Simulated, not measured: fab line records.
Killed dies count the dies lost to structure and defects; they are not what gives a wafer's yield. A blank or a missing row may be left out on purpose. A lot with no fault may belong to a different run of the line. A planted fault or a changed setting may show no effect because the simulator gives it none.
fab line records + flow sky130
record
- lots=11
- wafers=33
- lastDay=51
route steps=708 shown LDD_HVN@274 SPACER@306 POLY_CUT@316 LOCAL_INTERCONNECT@387
lots with no fault: from the same line, run without faults
startH: hours from the record's first day to the start of the lot's first wafer shown + waitH: how many hours have passed since the lot's step before this one + " same as the row above + L1.1+2: a single row standing in for several wafers + - no value, or no start given + * or withheld: withheld + < > ~ a bound
route shown NAME@n: a module of which the file shows steps, and the number in the route of the first + usual: the fault-free wafers' mean and standard deviation + same: alike in all rows + chamber/n: place in a boat + sites: the reading at each site + _std_site: how widely they spread, as a standard deviation + _edge_site: outer sites' mean less inner sites' + radiusMm: how far each site lies from the wafer's centre + mask NAME#n: copy n + behind: the last tool/chamber to shape the wafer + hold: the reason the lot was held/the length of the hold in hours/how it ended + device: the n, p or np transistor that did not switch + end of line: tests run on the same wafers once the route is complete + step lacking rows: just its recipe + killed: at the first sort, the dies lost to defects and structure; wafer yield is something else + map: per-die view of a wafer (x killed, . not killed, _ where there is no die)
set.NAME: the setting as run; set.NAME@STEP: as run at that earlier step + model.NAME: the simulator's own value behind a step, which no gauge read
steps of the route over a sample of lots; a table a step, a row a wafer
services: a tool's chamber out of use, with start hour (startH, from the record's first day; less than 0 if before it), hours out, and reason
## steps
# step SKY_LDD_HVN_OVL_MEAS_07
# usual
- LDD_HVN_OVL=0.3/1.6
| lot.wafer | tool       | chamber | startH | waitH | LDD_HVN_OVL[nm] |
|-----------|------------|---------|--------|-------|-----------------|
| L629.3    | overlay-02 | -       | 495.82 | 0.1   | 1.7             |
| L629.4    | "          | -       | "      | "     | 1.3             |
| L629.5    | "          | -       | "      | "     | 1.1             |
| L628.1    | overlay-01 | -       | 497.58 | 0.1   | 1.2             |
| L628.4    | "          | -       | "      | "     | 0.0             |
| L628.5    | "          | -       | "      | "     | 2.9             |
| L631.1    | overlay-02 | -       | 519.74 | 0.1   | -0.4            |
| L631.5    | "          | -       | "      | "     | 0.1             |
| L631.6    | "          | -       | "      | "     | 0.4             |
| L632.4    | overlay-01 | -       | 525.80 | 0.1   | -1.6            |
| L632.5    | "          | -       | "      | "     | -0.8            |
| L632.6    | "          | -       | "      | "     | -2.5            |
| L635.3    | overlay-02 | -       | 563.44 | 0.1   | 3.8             |
| L635.4    | "          | -       | "      | "     | 1.5             |
| L635.6    | "          | -       | "      | "     | 3.7             |
| L636.4    | overlay-02 | -       | 569.96 | 0.1   | 3.3             |
| L636.5    | "          | -       | "      | "     | 1.4             |
| L636.6    | "          | -       | "      | "     | 2.0             |
| L637.2    | overlay-01 | -       | 579.20 | 0.1   | -3.5            |
| L637.3    | "          | -       | "      | "     | -2.5            |
| L637.4    | "          | -       | "      | "     | 0.1             |
| L639.1    | overlay-01 | -       | 598.73 | 0.1   | -0.9            |
| L639.2    | "          | -       | "      | "     | -1.4            |
| L639.5    | "          | -       | "      | "     | 0.1             |
| L640.3    | overlay-01 | -       | 604.74 | 0.1   | 0.4             |
| L640.5    | "          | -       | "      | "     | -0.7            |
| L640.6    | "          | -       | "      | "     | -0.9            |
| L648.4    | overlay-01 | -       | 666.08 | 0.1   | 0.9             |
| L648.5    | "          | -       | "      | "     | -1.1            |
| L648.6    | "          | -       | "      | "     | 0.1             |
| L649.1    | overlay-01 | -       | 667.44 | 0.1   | -3.2            |
| L649.2    | "          | -       | "      | "     | 0.7             |
| L649.5    | "          | -       | "      | "     | -0.5            |
# step SKY_SPACER_ETCHBACK_02
# recipe
- chemistry=CH3F/O2
- target=Si3N4
- stopOn=SiO2
- sourceW=400
- biasW=80
- pressureMtorr=25
- ch3fFlowSccm=40
- O2_flow_sccm=30
- timeS=46.7
- targetDepthA=450
# usual
- biasW=80.05/0.24
- drypumpMotorCurrentA=5.8/0.59
- oesProductAu=0.856/0.0065
- throttleValvePct=10.562/0.0081
| lot.wafer | tool       | chamber | startH | waitH | biasW | drypumpMotorCurrentA | oesProductAu | rfHoursCounterH | throttleValvePct |
|-----------|------------|---------|--------|-------|-------|----------------------|--------------|-----------------|------------------|
| L629.3    | rieDiel-04 | 0       | 561.24 | 0.0   | 80.24 | 6.7                  | 0.855        | 8               | 10.570           |
| L629.4    | "          | 3       | "      | "     | 80.21 | 5.0                  | 0.866        | 29              | 10.563           |
| L629.5    | "          | 2       | "      | "     | 79.89 | 6.5                  | 0.853        | -               | 10.562           |
| L628.1    | rieDiel-02 | 3       | 562.46 | 0.1   | 80.07 | 5.3                  | 0.865        | 2               | 10.551           |
| L628.4    | "          | 1       | "      | "     | 80.07 | 5.7                  | 0.865        | 43              | 10.554           |
| L628.5    | "          | 2       | "      | "     | 80.02 | 6.4                  | 0.866        | -               | 10.554           |
| L631.1    | rieDiel-03 | 0       | 584.49 | 0.1   | 80.34 | 6.0                  | 0.850        | 10              | 10.551           |
| L631.5    | "          | 1       | "      | "     | 79.93 | 5.5                  | 0.859        | -               | 10.581           |
| L631.6    | "          | 0       | "      | "     | 80.06 | 6.0                  | 0.859        | -               | 10.561           |
| L632.4    | rieDiel-04 | 1       | 590.86 | 0.0   | 80.17 | 6.5                  | 0.859        | 59              | 10.568           |
| L632.5    | "          | 1       | "      | "     | 79.94 | 6.5                  | 0.861        | -               | 10.571           |
| L632.6    | "          | 0       | "      | "     | 80.46 | 6.6                  | 0.851        | -               | 10.568           |
| L635.3    | rieDiel-04 | 3       | 629.04 | 0.0   | 80.14 | 4.9                  | 0.859        | 30              | 10.573           |
| L635.4    | "          | 1       | "      | "     | 80.32 | 6.5                  | 0.860        | 60              | 10.559           |
| L635.6    | "          | 1       | "      | "     | 79.82 | 6.5                  | 0.855        | -               | 10.560           |
| L636.4    | rieDiel-04 | 3       | 635.03 | 0.0   | 80.11 | 4.9                  | 0.848        | 30              | 10.548           |
| L636.5    | "          | 2       | "      | "     | 80.15 | 6.5                  | 0.848        | -               | 10.566           |
| L636.6    | "          | 3       | "      | "     | 79.93 | 4.9                  | 0.856        | -               | 10.566           |
| L637.2    | rieDiel-02 | 0       | 644.19 | 0.0   | 80.26 | 5.3                  | 0.857        | 5               | 10.576           |
| L637.3    | "          | 3       | "      | "     | 79.79 | 5.3                  | 0.852        | 4               | 10.570           |
| L637.4    | "          | 2       | "      | "     | 80.22 | 6.4                  | 0.868        | 3               | 10.549           |
| L639.1    | rieDiel-03 | 1       | 662.41 | 0.1   | 80.23 | 5.5                  | 0.847        | 7               | 10.565           |
| L639.2    | "          | 3       | "      | "     | 80.26 | 5.1                  | 0.841        | 9               | 10.564           |
| L639.5    | "          | 0       | "      | "     | 80.46 | 6.0                  | 0.847        | -               | 10.568           |
| L640.3    | rieDiel-04 | 2       | 669.26 | 0.0   | 80.35 | 6.5                  | 0.861        | 7               | 10.565           |
| L640.5    | "          | 3       | "      | "     | 80.01 | 4.9                  | 0.861        | -               | 10.568           |
| L640.6    | "          | 2       | "      | "     | 79.81 | 6.5                  | 0.864        | -               | 10.568           |
| L648.4    | rieDiel-04 | 1       | 728.85 | 0.0   | 80.05 | 6.5                  | 0.842        | 1               | 10.558           |
| L648.5    | "          | 1       | "      | "     | 80.44 | 6.5                  | 0.851        | -               | 10.572           |
| L648.6    | "          | 0       | "      | "     | 79.59 | 6.7                  | 0.848        | -               | 10.574           |
| L649.1    | rieDiel-02 | 2       | 730.65 | 0.1   | 80.03 | 6.4                  | 0.867        | 5               | 10.562           |
| L649.2    | "          | 3       | "      | "     | 80.42 | 5.3                  | 0.866        | 6               | 10.552           |
| L649.5    | "          | 3       | "      | "     | 80.17 | 5.3                  | 0.868        | -               | 10.569           |
# step SKY_POLY_CUT_OVL_MEAS_09
# usual
- POLY_CUT_OVL=3/5.6
| lot.wafer | tool       | chamber | startH | waitH | POLY_CUT_OVL[nm] |
|-----------|------------|---------|--------|-------|------------------|
| L629.3    | overlay-02 | -       | 592.53 | 0.1   | 1                |
| L629.4    | "          | -       | "      | "     | -13              |
| L629.5    | "          | -       | "      | "     | -5               |
| L628.1    | overlay-01 | -       | 593.45 | 0.1   | 2                |
| L628.4    | "          | -       | "      | "     | -1               |
| L628.5    | "          | -       | "      | "     | 6                |
| L631.1    | overlay-01 | -       | 614.33 | 0.1   | 4                |
| L631.5    | "          | -       | "      | "     | 8                |
| L631.6    | "          | -       | "      | "     | 11               |
| L632.4    | overlay-01 | -       | 621.60 | 0.1   | -8               |
| L632.5    | "          | -       | "      | "     | 1                |
| L632.6    | "          | -       | "      | "     | -2               |
| L635.3    | overlay-02 | -       | 660.04 | 0.1   | 3                |
| L635.4    | "          | -       | "      | "     | 2                |
| L635.6    | "          | -       | "      | "     | 3                |
| L636.4    | overlay-02 | -       | 665.74 | 0.1   | 10               |
| L636.5    | "          | -       | "      | "     | 3                |
| L636.6    | "          | -       | "      | "     | 4                |
| L637.2    | overlay-02 | -       | 675.08 | 0.1   | 9                |
| L637.3    | "          | -       | "      | "     | 5                |
| L637.4    | "          | -       | "      | "     | 8                |
| L639.1    | overlay-01 | -       | 693.13 | 0.1   | 6                |
| L639.2    | "          | -       | "      | "     | 7                |
| L639.5    | "          | -       | "      | "     | 5                |
| L640.3    | overlay-01 | -       | 699.54 | 0.1   | -2               |
| L640.5    | "          | -       | "      | "     | 1                |
| L640.6    | "          | -       | "      | "     | 1                |
| L648.4    | overlay-02 | -       | 759.49 | 0.1   | 2                |
| L648.5    | "          | -       | "      | "     | 1                |
| L648.6    | "          | -       | "      | "     | 8                |
| L649.1    | overlay-01 | -       | 762.28 | 0.1   | 4                |
| L649.2    | "          | -       | "      | "     | 8                |
| L649.5    | "          | -       | "      | "     | 9                |
# step SKY_LOCAL_INTERCONNECT_SPUTTER_00
# recipe
- material=TiN
- targetThkNm=100
- tempC=300
- powerW=6500
- timeS=83.3
- chamberPressurePa=0.4
# usual
- throttleValvePct=29.3/0.87
| lot.wafer | tool          | chamber | startH | waitH | throttleValvePct |
|-----------|---------------|---------|--------|-------|------------------|
| L629.3    | pvdSputter-02 | -       | 718.60 | 0.1   | 30.7             |
| L629.4    | "             | -       | "      | "     | 28.6             |
| L629.5    | "             | -       | "      | "     | 28.8             |
| L628.1    | pvdSputter-03 | -       | 719.22 | 0.1   | 29.7             |
| L628.4    | "             | -       | "      | "     | 29.8             |
| L628.5    | "             | -       | "      | "     | 28.2             |
| L631.1    | pvdSputter-04 | -       | 740.72 | 0.1   | 28.6             |
| L631.5    | "             | -       | "      | "     | 28.8             |
| L631.6    | "             | -       | "      | "     | 30.5             |
| L632.4    | pvdSputter-03 | -       | 746.17 | 0.1   | 29.9             |
| L632.5    | "             | -       | "      | "     | 29.6             |
| L632.6    | "             | -       | "      | "     | 30.0             |
| L635.3    | pvdSputter-03 | -       | 784.91 | 0.2   | 28.1             |
| L635.4    | "             | -       | "      | "     | 27.9             |
| L635.6    | "             | -       | "      | "     | 29.9             |
| L636.4    | pvdSputter-03 | -       | 790.17 | 0.1   | 29.8             |
| L636.5    | "             | -       | "      | "     | 28.2             |
| L636.6    | "             | -       | "      | "     | 30.3             |
| L637.2    | pvdSputter-03 | -       | 797.33 | 0.2   | 28.2             |
| L637.3    | "             | -       | "      | "     | 29.9             |
| L637.4    | "             | -       | "      | "     | 28.0             |
| L639.1    | pvdSputter-02 | -       | 814.63 | 0.1   | 28.9             |
| L639.2    | "             | -       | "      | "     | 30.2             |
| L639.5    | "             | -       | "      | "     | 28.6             |
| L640.3    | pvdSputter-03 | -       | 821.10 | 0.2   | 30.0             |
| L640.5    | "             | -       | "      | "     | 27.8             |
| L640.6    | "             | -       | "      | "     | 28.0             |
| L648.4    | pvdSputter-04 | -       | 871.50 | 0.2   | 29.4             |
| L648.5    | "             | -       | "      | "     | 28.8             |
| L648.6    | "             | -       | "      | "     | 30.4             |
| L649.1    | pvdSputter-02 | -       | 873.72 | 0.2   | 29.8             |
| L649.2    | "             | -       | "      | "     | 30.4             |
| L649.5    | "             | -       | "      | "     | 30.3             |
# step SKY_LOCAL_INTERCONNECT_RS_MEAS_01
# recipe
- thkMeasGauge=four-point-probe
- reads=TiN_of_LOCAL_INTERCONNECT_SPUTTER_00
# usual
- LOCAL_INTERCONNECT_TIN_RS=14.18/0.17
| lot.wafer | tool         | chamber | startH | waitH | LOCAL_INTERCONNECT_TIN_RS[ohm/sq] |
|-----------|--------------|---------|--------|-------|-----------------------------------|
| L629.3    | filmMetro-02 | -       | 718.70 | 0.1   | 14.25                             |
| L629.4    | "            | -       | "      | "     | 14.18                             |
| L629.5    | "            | -       | "      | "     | 14.13                             |
| L628.1    | filmMetro-03 | -       | 719.28 | 0.0   | 14.07                             |
| L628.4    | "            | -       | "      | "     | 14.28                             |
| L628.5    | "            | -       | "      | "     | 13.96                             |
| L631.1    | filmMetro-04 | -       | 740.78 | 0.0   | 14.07                             |
| L631.5    | "            | -       | "      | "     | 14.16                             |
| L631.6    | "            | -       | "      | "     | 13.90                             |
| L632.4    | filmMetro-04 | -       | 746.29 | 0.1   | 14.28                             |
| L632.5    | "            | -       | "      | "     | 14.10                             |
| L632.6    | "            | -       | "      | "     | 14.29                             |
| L635.3    | filmMetro-04 | -       | 785.01 | 0.1   | 14.06                             |
| L635.4    | "            | -       | "      | "     | 14.29                             |
| L635.6    | "            | -       | "      | "     | 14.21                             |
| L636.4    | filmMetro-02 | -       | 790.29 | 0.1   | 14.17                             |
| L636.5    | "            | -       | "      | "     | 14.06                             |
| L636.6    | "            | -       | "      | "     | 14.18                             |
| L637.2    | filmMetro-02 | -       | 797.42 | 0.1   | 14.23                             |
| L637.3    | "            | -       | "      | "     | 14.11                             |
| L637.4    | "            | -       | "      | "     | 14.05                             |
| L639.1    | filmMetro-04 | -       | 814.70 | 0.0   | 14.45                             |
| L639.2    | "            | -       | "      | "     | 14.35                             |
| L639.5    | "            | -       | "      | "     | 14.58                             |
| L640.3    | filmMetro-04 | -       | 821.20 | 0.1   | 14.04                             |
| L640.5    | "            | -       | "      | "     | 14.07                             |
| L640.6    | "            | -       | "      | "     | 13.65                             |
| L648.4    | filmMetro-02 | -       | 871.63 | 0.1   | 13.89                             |
| L648.5    | "            | -       | "      | "     | 14.05                             |
| L648.6    | "            | -       | "      | "     | 13.87                             |
| L649.1    | filmMetro-02 | -       | 873.78 | 0.0   | 14.19                             |
| L649.2    | "            | -       | "      | "     | 14.33                             |
| L649.5    | "            | -       | "      | "     | 14.29                             |
# step SKY_LOCAL_INTERCONNECT_THK_MEAS_02
# recipe
- thkMeasGauge=xrf
- reads=TiN_of_LOCAL_INTERCONNECT_SPUTTER_00
# usual
- LOCAL_INTERCONNECT_TIN_THK=99.4/1.1
| lot.wafer | tool         | chamber | startH | waitH | LOCAL_INTERCONNECT_TIN_THK[nm] |
|-----------|--------------|---------|--------|-------|--------------------------------|
| L629.3    | filmMetro-02 | -       | 718.80 | 0.1   | 99.0                           |
| L629.4    | "            | -       | "      | "     | 99.4                           |
| L629.5    | "            | -       | "      | "     | 99.2                           |
| L628.1    | filmMetro-03 | -       | 719.40 | 0.1   | 99.0                           |
| L628.4    | "            | -       | "      | "     | 97.8                           |
| L628.5    | "            | -       | "      | "     | 99.8                           |
| L631.1    | filmMetro-04 | -       | 740.90 | 0.1   | 99.4                           |
| L631.5    | "            | -       | "      | "     | 98.5                           |
| L631.6    | "            | -       | "      | "     | 101.4                          |
| L632.4    | filmMetro-04 | -       | 746.38 | 0.1   | 98.8                           |
| L632.5    | "            | -       | "      | "     | 99.8                           |
| L632.6    | "            | -       | "      | "     | 98.6                           |
| L635.3    | filmMetro-04 | -       | 785.11 | 0.1   | 100.5                          |
| L635.4    | "            | -       | "      | "     | 98.7                           |
| L635.6    | "            | -       | "      | "     | 99.3                           |
| L636.4    | filmMetro-02 | -       | 790.38 | 0.1   | 100.2                          |
| L636.5    | "            | -       | "      | "     | 100.9                          |
| L636.6    | "            | -       | "      | "     | 99.7                           |
| L637.2    | filmMetro-02 | -       | 797.53 | 0.1   | 99.4                           |
| L637.3    | "            | -       | "      | "     | 100.2                          |
| L637.4    | "            | -       | "      | "     | 100.4                          |
| L639.1    | filmMetro-04 | -       | 814.82 | 0.1   | 97.9                           |
| L639.2    | "            | -       | "      | "     | 98.6                           |
| L639.5    | "            | -       | "      | "     | 97.3                           |
| L640.3    | filmMetro-04 | -       | 821.30 | 0.1   | 100.5                          |
| L640.5    | "            | -       | "      | "     | 99.8                           |
| L640.6    | "            | -       | "      | "     | 103.3                          |
| L648.4    | filmMetro-02 | -       | 871.72 | 0.1   | 101.5                          |
| L648.5    | "            | -       | "      | "     | 100.8                          |
| L648.6    | "            | -       | "      | "     | 102.0                          |
| L649.1    | filmMetro-02 | -       | 873.90 | 0.1   | 99.6                           |
| L649.2    | "            | -       | "      | "     | 99.1                           |
| L649.5    | "            | -       | "      | "     | 99.4                           |
## services
| tool          | chamber | startH | hours | kind          |
|---------------|---------|--------|-------|---------------|
| pvdSputter-03 | -       | 549.00 | 3.8   | repair        |
| pvdSputter-04 | -       | 560.22 | 0.5   | repair        |
| rieDiel-03    | 3       | 579.02 | 6.8   | repair        |
| pvdSputter-04 | -       | 618.20 | 11.4  | repair        |
| pvdSputter-03 | -       | 634.42 | 2.4   | repair        |
| rieDiel-02    | -       | 645.96 | 2.8   | pm            |
| pvdSputter-02 | -       | 647.43 | 1.9   | repair        |
| rieDiel-02    | 0       | 649.47 | 8.4   | repair        |
| rieDiel-04    | 1       | 669.23 | -     | clean         |
| rieDiel-04    | 1       | 669.23 | 17.8  | scheduledDown |
| rieDiel-04    | 1       | 669.23 | 17.8  | ventCycle     |
| pvdSputter-04 | -       | 723.78 | 1.9   | repair        |
| rieDiel-03    | 0       | 725.29 | 1.2   | repair        |
| rieDiel-04    | 0       | 737.64 | 5.2   | repair        |
| pvdSputter-04 | -       | 741.99 | 3.3   | repair        |
| pvdSputter-02 | -       | 745.58 | 1.9   | repair        |
| rieDiel-04    | 1       | 759.73 | 6.2   | repair        |
| pvdSputter-02 | -       | 772.23 | 1.0   | repair        |
| rieDiel-03    | -       | 796.17 | 4.5   | repair        |
| pvdSputter-04 | -       | 823.17 | 5.8   | repair        |
| rieDiel-03    | 2       | 862.19 | 1.9   | repair        |
| rieDiel-04    | -       | 867.07 | 2.8   | pm            |
| pvdSputter-03 | -       | 868.93 | 1.1   | repair        |
| rieDiel-02    | 1       | 871.97 | 12.6  | repair        |
## key
firstSign
- step=SKY_LOCAL_INTERCONNECT_RS_MEAS_01
- reading=LOCAL_INTERCONNECT_TIN_RS
- direction=down
- sigmas=3.1
- usual=14.18
- struck=13.65
effect
- step=SKY_LOCAL_INTERCONNECT_THK_MEAS_02
- reading=LOCAL_INTERCONNECT_TIN_THK
- direction=up
- sigmas=3.5
- usual=99.4
- struck=103.3
metAt SKY_LOCAL_INTERCONNECT_SPUTTER_00
struckLots L640
struckWafers L640.6
testerLeftOut L640
notActingAt SKY_LDD_HVN_OVL_MEAS_07,SKY_SPACER_ETCHBACK_02,SKY_POLY_CUT_OVL_MEAS_09
onsetBetween 797.33 821.10
fault
- kind=processParameterDrift
- tool=pvdSputter-03
- chamber=-
- onsetH=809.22
- steps=SKY_LOCAL_INTERCONNECT_SPUTTER_00
- channel=timeS
- offset=*
- shape=step
- endH=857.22
- scope=struckWafersOnly
- actsIn=*
- stated=*
# testerLeftOut: of these lots the tester's yield and bins aren't shown, on N5 and GAA mostly nor the transistor test; their killed dies are dies lost to structure and defects alone, not to doping, threshold or leakage, so they don't give the yield
